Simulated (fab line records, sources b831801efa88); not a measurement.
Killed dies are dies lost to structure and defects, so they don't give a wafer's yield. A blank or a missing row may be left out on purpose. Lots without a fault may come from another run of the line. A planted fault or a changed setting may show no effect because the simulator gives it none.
fab line records | flow sfq_line
record lots=7 wafers=21 last_day=85
route steps=325 shown I2@117 M3@118
lots that met no fault: from a run of the same line without faults
start_h: hours from the record's first day to the start of the lot's first wafer shown | wait_h: hours since the lot's step before | " the same as in the row above | L1.1+2: a row that stands for several wafers | - no value, or no start given | * or withheld: withheld | < > ~ a bound
route shown NAME@n: a module of which the file shows steps, and the number in the route of the first | usual: mean/standard deviation of fault-free wafers | same: alike in all rows | chamber/n: place in a boat | sites: the reading at each site | _std_site: their standard deviation | _edge_site: outer sites' mean less inner sites' | radius_mm: how far each site lies from the wafer's centre | mask NAME#n: copy n | behind: the tool/chamber that last shaped the wafer | hold: why the lot was held/for how many hours/how that ended | device: the transistor (n, p or np) that didn't switch | end of line: the same wafers' tests at the end of the route | a step without rows: its recipe alone | killed: dies lost to structure and defects at the first sort, not the wafer's yield | map: a wafer's dies, x killed, . not, _ none there
set.NAME: the setting as run; set.NAME@STEP: as run at that earlier step | model.NAME: the simulator's own value behind a step, which no gauge read
lots at some steps of the route; a table a step, a row a wafer
services: from which hour (start_h, from the record's first day; less than 0 if before it) a tool's chamber was out of use, for how many hours, and why
## steps
# step SFQ_TRILAYER_I2_VIA_STRIP_SOLV_CLEAN_072
# recipe chemistry=NMP temp_c=70 time_s=600
# step SFQ_TRILAYER_M3_DEP_PRE_CLEAN_074
# recipe gas=Ar time_s=22.5 bias_v=250
# step SFQ_TRILAYER_M3_DEP_SPUTTER_073
# recipe material=Nb base_pressure_pa=1.33e-06 chamber_pressure_pa=0.1333 substrate_temp_c=20 resputter_cathode_voltage_v=400 target_thk_nm=200 power_w=2000 time_s=133.3
# usual throttle_valve_pct=30.0/0.85
# columns lot.wafer tool chamber start_h wait_h throttle_valve_pct
L240.1 pvd_sputter-03 - 887.40 0.0 31.0
L240.2 " - " " 29.9
L240.6 " - " " 31.4
L244.1 pvd_sputter-05 - 923.40 0.0 29.8
L244.3 " - " " 29.8
L244.5 " - " " 31.6
L251.3 pvd_sputter-03 - 963.39 0.0 29.9
L251.5 " - " " 29.2
L251.6 " - " " 29.6
L254.1 pvd_sputter-05 - 1001.64 0.0 29.7
L254.2 " - " " 31.7
L254.6 " - " " 29.5
L256.1 pvd_sputter-05 - 1014.24 0.0 31.8
L256.3 " - " " 30.0
L256.5 " - " " 31.4
L257.3 pvd_sputter-05 - 1026.85 0.0 31.4
L257.4 " - " " 29.6
L257.6 " - " " 29.4
L258.4 pvd_sputter-03 - 1164.54 0.0 29.0
L258.5 " - " " 29.5
L258.6 " - " " 31.1
# step SFQ_M3_RS_MEAS_919
# recipe thk_meas_gauge=four-point-probe reads=Nb_of_TRILAYER_M3_DEP_SPUTTER_073
# usual M3_NB_RS=0.885/0.011
# columns lot.wafer tool chamber start_h wait_h M3_NB_RS[ohm/sq]
L240.1 film_metro-04 - 887.49 0.0 0.887
L240.2 " - " " 0.874
L240.6 " - " " 0.890
L244.1 film_metro-03 - 923.49 0.0 0.886
L244.3 " - " " 0.894
L244.5 " - " " 0.879
L251.3 film_metro-01 - 963.52 0.1 0.887
L251.5 " - " " 0.874
L251.6 " - " " 0.889
L254.1 film_metro-04 - 1001.73 0.0 0.908
L254.2 " - " " 0.896
L254.6 " - " " 0.899
L256.1 film_metro-04 - 1014.33 0.0 0.884
L256.3 " - " " 0.894
L256.5 " - " " 0.880
L257.3 film_metro-01 - 1026.98 0.1 0.880
L257.4 " - " " 0.888
L257.6 " - " " 0.886
L258.4 film_metro-03 - 1164.69 0.1 0.879
L258.5 " - " " 0.893
L258.6 " - " " 0.880
# step SFQ_TRILAYER_M3_LITHO_COAT_080
# recipe resist=BARC spin_rpm=3000 resist_thk_nm=62
# step SFQ_TRILAYER_M3_LITHO_COAT_075
# recipe resist=KrF spin_rpm=3000 resist_thk_nm=600
# step SFQ_TRILAYER_M3_LITHO_SOFTBAKE_079
# recipe temp_c=withheld time_s=withheld resist=KrF
# step SFQ_TRILAYER_M3_LITHO_EXPOSE_076
# recipe mask_id=M3 na=0.6 source_shape=conventional sigma_outer=0.65 target_cd_nm=500 dose_mj=14.4
# step SFQ_TRILAYER_M3_LITHO_PEB_078
# recipe peb_temp_c=115 peb_time_s=60 resist=KrF
# step SFQ_TRILAYER_M3_LITHO_DEVELOP_077
# recipe time_s=60 resist=KrF
# step SFQ_M3_OVL_MEAS_921
# usual M3_OVL=-4/6.3
# columns lot.wafer tool chamber start_h wait_h M3_OVL[nm]
L240.1 overlay-01 - 891.37 0.1 -5
L240.2 " - " " -7
L240.6 " - " " -1
L244.1 overlay-01 - 929.93 0.1 -5
L244.3 " - " " -8
L244.5 " - " " -3
L251.3 overlay-02 - 1107.61 0.1 5
L251.5 " - " " -4
L251.6 " - " " -4
L254.1 overlay-02 - 1113.72 0.1 -7
L254.2 " - " " -7
L254.6 " - " " -6
L256.1 overlay-02 - 1116.12 0.1 7
L256.3 " - " " 4
L256.5 " - " " 4
L257.3 overlay-02 - 1117.33 0.1 -10
L257.4 " - " " -8
L257.6 " - " " -9
L258.4 overlay-01 - 1285.69 0.1 -12
L258.5 " - " " -8
L258.6 " - " " -8
# step SFQ_TRILAYER_M3_BARC_OPEN_METAL_ETCH_100
# recipe mask_material=PR chemistry=O2 target_depth_nm=125 target=BARC icp_w=600 bias_w=80 pressure_mtorr=10 time_s=41.7
# usual chamber_pressure_mTorr=10.000/0.009 drypump_motor_current_A=5.8/0.39 he_backside_leak_sccm=3.41/0.2 oes_product_au=0.685/0.0046
# columns lot.wafer tool chamber start_h wait_h chamber_pressure_mTorr drypump_motor_current_A he_backside_leak_sccm oes_product_au rf_hours_counter_h
L240.1 rie_metal-03 1 891.40 0.0 10.007 6.1 3.44 0.690 74
L240.2 " 0 " " 9.990 5.6 3.18 0.684 95
L240.6 " 0 " " 9.986 5.6 3.38 0.683 -
L244.1 rie_metal-04 1 929.96 0.0 9.994 5.3 3.06 0.687 63
L244.3 " 1 " " 10.001 5.3 3.05 0.689 -
L244.5 " 1 " " 9.992 5.3 3.09 0.688 -
L251.3 rie_metal-03 1 1107.65 0.0 7.995 6.1 3.55 0.685 -
L251.5 " 1 " " 7.981 6.1 3.54 0.693 -
L251.6 " 0 " " 10.003 5.6 3.47 0.684 -
L254.1 rie_metal-03 1 1113.76 0.0 8.008 6.1 3.47 0.684 119
L254.2 " 0 " " 10.010 5.6 3.35 0.684 136
L254.6 " 1 " " 7.989 6.2 3.61 0.683 -
L256.1 rie_metal-03 0 1116.16 0.0 9.985 5.6 3.39 0.680 137
L256.3 " 1 " " 7.992 6.1 3.45 0.684 -
L256.5 " 1 " " 7.996 6.1 3.42 0.682 -
L257.3 rie_metal-04 0 1117.38 0.0 10.004 5.9 3.54 0.690 -
L257.4 " 1 " " 9.987 5.4 3.95 0.683 -
L257.6 " 0 " " 10.012 5.9 3.28 0.689 -
L258.4 rie_metal-04 0 1285.73 0.0 9.990 5.9 2.98 0.682 -
L258.5 " 1 " " 9.990 5.4 3.25 0.692 -
L258.6 " 0 " " 10.004 5.9 3.02 0.684 -
# step SFQ_TRILAYER_M3_ETCH_METAL_ETCH_078
# recipe target=Nb stop_on=SiO2 mask_material=PR chemistry=Cl2/Ar target_depth_nm=240 icp_w=600 bias_w=80 pressure_mtorr=10 time_s=120
# usual chamber_pressure_mTorr=10.001/0.0089 drypump_motor_current_A=5.8/0.38 he_backside_leak_sccm=3.5/0.45 oes_product_au=0.898/0.0075
# columns lot.wafer tool chamber start_h wait_h chamber_pressure_mTorr drypump_motor_current_A he_backside_leak_sccm oes_product_au rf_hours_counter_h
L240.1 rie_metal-03 1 891.46 0.0 9.991 6.1 3.4 0.907 74
L240.2 " 0 " " 10.009 5.6 3.3 0.908 95
L240.6 " 0 " " 9.990 5.6 5.8 0.893 -
L244.1 rie_metal-04 1 930.02 0.0 9.991 5.4 3.2 0.896 63
L244.3 " 1 " " 10.014 5.3 2.8 0.890 -
L244.5 " 1 " " 10.005 5.3 3.0 0.899 -
L251.3 rie_metal-03 1 1107.73 0.1 10.000 6.1 3.5 0.896 -
L251.5 " 1 " " 9.988 6.1 3.5 0.902 -
L251.6 " 0 " " 10.006 5.6 3.5 0.893 -
L254.1 rie_metal-03 1 1113.82 0.0 10.000 6.1 3.7 0.884 119
L254.2 " 0 " " 10.000 5.6 3.3 0.899 136
L254.6 " 1 " " 10.002 6.1 3.4 0.886 -
L256.1 rie_metal-03 0 1116.22 0.0 9.995 5.6 3.2 0.902 137
L256.3 " 1 " " 10.002 6.1 3.2 0.902 -
L256.5 " 1 " " 9.986 6.1 3.4 0.900 -
L257.3 rie_metal-04 0 1117.46 0.1 10.000 5.9 3.3 0.895 -
L257.4 " 1 " " 10.008 5.4 3.0 0.893 -
L257.6 " 0 " " 9.981 5.9 3.7 0.900 -
L258.4 rie_metal-04 0 1285.81 0.1 9.992 5.9 3.3 0.904 -
L258.5 " 1 " " 10.003 5.3 3.4 0.890 -
L258.6 " 0 " " 10.003 5.9 3.3 0.897 -
## services
# columns tool chamber start_h hours kind
pvd_sputter-03 - 873.18 2.1 repair
rie_metal-04 - 934.25 4.0 pm
rie_metal-04 0 945.85 133.0 repair
rie_metal-04 - 979.66 28.1 pm
rie_metal-03 - 994.66 2.8 pm
rie_metal-03 0 1009.15 10.0 repair
rie_metal-04 1 1036.43 8.0 repair
pvd_sputter-03 - 1045.79 1.0 repair
rie_metal-04 - 1090.39 2.8 pm
pvd_sputter-05 - 1108.37 1.1 repair
rie_metal-03 0 1140.75 - clean
rie_metal-03 0 1140.75 - consumable_replace:focus_ring
rie_metal-03 0 1140.75 14.8 scheduled_down
rie_metal-03 0 1140.75 14.8 vent_cycle
rie_metal-04 - 1154.38 1.1 repair
rie_metal-04 - 1192.87 0.3 repair
rie_metal-04 0 1239.92 - clean
rie_metal-04 0 1239.92 - consumable_replace:focus_ring
rie_metal-04 0 1239.92 36.7 scheduled_down
rie_metal-04 0 1239.92 36.7 vent_cycle
## key
first_sign step=SFQ_TRILAYER_M3_BARC_OPEN_METAL_ETCH_100 reading=chamber_pressure_mTorr direction=down sigmas=99+ usual=10.000 struck=7.994
effect none on later readings
met_at SFQ_TRILAYER_M3_BARC_OPEN_METAL_ETCH_100
struck_wafers L251.3,L251.5,L254.1,L254.6,L256.3,L256.5
onset_between 891.40 1107.65
fault kind=process_parameter_drift tool=rie_metal-03 chamber=1 onset_h=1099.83 steps=SFQ_TRILAYER_M3_BARC_OPEN_METAL_ETCH_100 channel=pressure_mtorr offset=-2 shape=step end_h=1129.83 acts_in=these_recipes_only stated=10
